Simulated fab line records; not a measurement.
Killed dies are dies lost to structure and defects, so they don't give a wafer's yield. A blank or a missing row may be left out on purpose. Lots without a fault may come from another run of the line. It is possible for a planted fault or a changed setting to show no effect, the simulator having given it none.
Which tool is to blame?	flow gf180mcu	6 lots with 18 wafers sampled at 3 steps, on a route of 602 steps

WHAT THE GAUGES READ, wafer by wafer
GF_PSD_RS_MEAS_14: a four-point-probe measurement.
lot	measured	on	NSD_RS (ohm/sq)
L853	day 14 22:26	film_metro-02	46.14 46.05 46.13
L856	day 15 18:44	film_metro-01	46.28 46.15 46.10
L861	day 17 15:01	film_metro-01	44.64 44.77 44.71 44.72 44.72 44.68
L866	day 19 08:09	film_metro-03	46.01 45.98 45.94
L872	day 21 11:28	film_metro-03	46.10 46.15 46.10
L874	day 22 11:33	film_metro-01	46.24 46.22 46.07

EACH LOT AND THE TOOL THAT RAN IT (in order: tool; ch and the chambers of the sampled wafers; start)
lot	GF_DUAL_GATE_STRIP_13	GF_PSD_RTA_13
L853	plasma_asher-02 ch 1, day 8 23:15	rtp_anneal-02 ch 0, day 14 22:20
L856	plasma_asher-02 ch 0,1, day 9 17:14	rtp_anneal-02 ch 0, day 15 18:39
L861	plasma_asher-02 ch 0,1, day 11 02:42	rtp_anneal-02 ch 0, day 17 14:55
L866	plasma_asher-04 ch 0,1, day 12 12:52	rtp_anneal-01 ch 0, day 19 08:04
L872	plasma_asher-04 ch 0,1, day 14 07:44	rtp_anneal-02 ch 0, day 21 11:22
L874	plasma_asher-02 ch 0,1, day 15 06:25	rtp_anneal-01 ch 0, day 22 11:28
- GF_DUAL_GATE_STRIP_13: strips in O2/N2.
- GF_PSD_RTA_13: time 20 s.

THE ANSWER, worked out from the rows above alone
Rule: the lots themselves supply what counts as usual. Put in order of their means at a reading, lots are off if they are a third of the lots or fewer, leave a main group of 4 or more, and stand apart from it by a gap of 3 or more times the standard deviation of the main group's means; of several such gaps the widest counts. A main group whose means are all the same, to the digits that the tables above print for the reading, isn't used. A lot without any number at a reading at which 4 lots or more have one is off too. Any other lot the step has rows for is counted as sound.
Off: at GF_PSD_RS_MEAS_14 (NSD_RS), L861. The main group has a mean of 46.11 ohm/sq with a standard deviation of 0.073.
If a tool, at a process step before that reading, ran all the lots that are off and no sound lot after the first of them, it fits. Gauges at GF_PSD_RS_MEAS_14: tried the same way as those tools. None of those tried fits.

WHAT THE SIMULATOR PUT IN
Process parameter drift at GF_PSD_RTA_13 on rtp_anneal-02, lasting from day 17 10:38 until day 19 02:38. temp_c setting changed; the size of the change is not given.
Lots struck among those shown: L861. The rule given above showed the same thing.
